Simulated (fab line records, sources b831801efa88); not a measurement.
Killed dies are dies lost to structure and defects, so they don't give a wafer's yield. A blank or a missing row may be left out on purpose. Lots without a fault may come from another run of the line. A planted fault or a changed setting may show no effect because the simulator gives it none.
Chamber matching | flow sky130 | SKY_LI_CONTACT_ETCH_14 on rie_diel-04: 4 sister chambers
The step etches BARC in N2/H2, stops on SiO2, time 45.9 s, target depth 60 nm. 18 wafers are shown with their chamber, then 9 later ones without.

WAFERS WITH THEIR CHAMBER
wafer  | chamber | drypump_motor_current_A (A) | oes_product_au (a.u.) | throttle_valve_pct (%)
L082.2 | 1       | 5.5                         | 0.861                 | 13.230
L082.5 | 0       | 5.5                         | 0.858                 | 13.234
L082.6 | 1       | 5.5                         | 0.856                 | 13.226
L084.4 | 1       | 5.6                         | 0.856                 | 13.225
L084.5 | 2       | 5.7                         | 0.856                 | 13.219
L084.6 | 3       | 5.4                         | 0.851                 | 13.209
L085.1 | 1       | 5.6                         | 0.860                 | 13.231
L085.5 | 2       | 5.6                         | 0.862                 | 13.239
L085.6 | 1       | 5.5                         | 0.855                 | 13.221
L087.1 | 2       | 5.6                         | 0.855                 | 13.223
L087.2 | 0       | 5.5                         | 0.858                 | 13.239
L087.3 | 3       | 5.4                         | 0.856                 | 13.213
L087.4 | 1       | 5.6                         | 0.854                 | 13.221
L087.5 | 2       | 5.6                         | 0.857                 | 13.213
L087.6 | 1       | 5.5                         | 0.854                 | 13.218
L088.1 | 0       | 5.5                         | 0.859                 | 13.216
L088.2 | 3       | 5.4                         | 0.859                 | 13.233
L088.3 | 1       | 5.5                         | 0.850                 | 13.211

SIGNATURES (means of the wafers above)
reading                 | chamber 0 | chamber 1 | chamber 2 | chamber 3 | scatter within a chamber
drypump_motor_current_A | 5.500     | 5.537     | 5.625     | 5.400     | 0.0433
oes_product_au          | 0.85833   | 0.85575   | 0.85750   | 0.85533   | 0.00325
throttle_valve_pct      | 13.22967  | 13.22288  | 13.22350  | 13.21833  | 0.00963
Rule: a wafer's distance from a chamber is the root of the sum, over the readings, of the square of ((its reading less the chamber's mean) divided by the reading's scatter). The wafer belongs to the nearest chamber; if the next one is less than 2 further off, it can't be placed. The scatter: the root of (the sum of the squares of (reading less its chamber's mean) over the shown wafers, divided by (wafers less chambers)).

WAFERS WITHOUT THEIR CHAMBER
wafer  | drypump_motor_current_A (A) | oes_product_au (a.u.) | throttle_valve_pct (%)
L091.1 | 5.4                         | 0.854                 | 13.222
L091.3 | 5.6                         | 0.856                 | 13.231
L091.6 | 5.6                         | 0.849                 | 13.228
L092.2 | 5.6                         | 0.857                 | 13.214
L092.3 | 5.5                         | 0.854                 | 13.225
L092.4 | 5.6                         | 0.854                 | 13.211
L095.1 | 5.5                         | 0.852                 | 13.214
L095.3 | 5.7                         | 0.850                 | 13.232
L095.6 | 5.5                         | 0.854                 | 13.230

WHICH CHAMBER EACH WENT THROUGH
wafer  | from the rows above               | in truth
L091.1 | 3                                 | 3
L091.3 | can't be placed: 2 or 1 or 0      | 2
L091.6 | can't be placed: 1 or 2 or 0      | 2
L092.2 | can't be placed: 2 or 1 or 0      | 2
L092.3 | can't be placed: 1 or 0 or 3      | 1
L092.4 | can't be placed: 2 or 1 or 0      | 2
L095.1 | can't be placed: 1 or 0 or 3 or 2 | 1
L095.3 | can't be placed: 2 or 1           | 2
L095.6 | can't be placed: 1 or 0 or 3 or 2 | 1
Placed correctly: 1 of 9. Can't be placed from these rows: 8 (the true chamber is among the candidates in 8). Placed wrongly: 0.
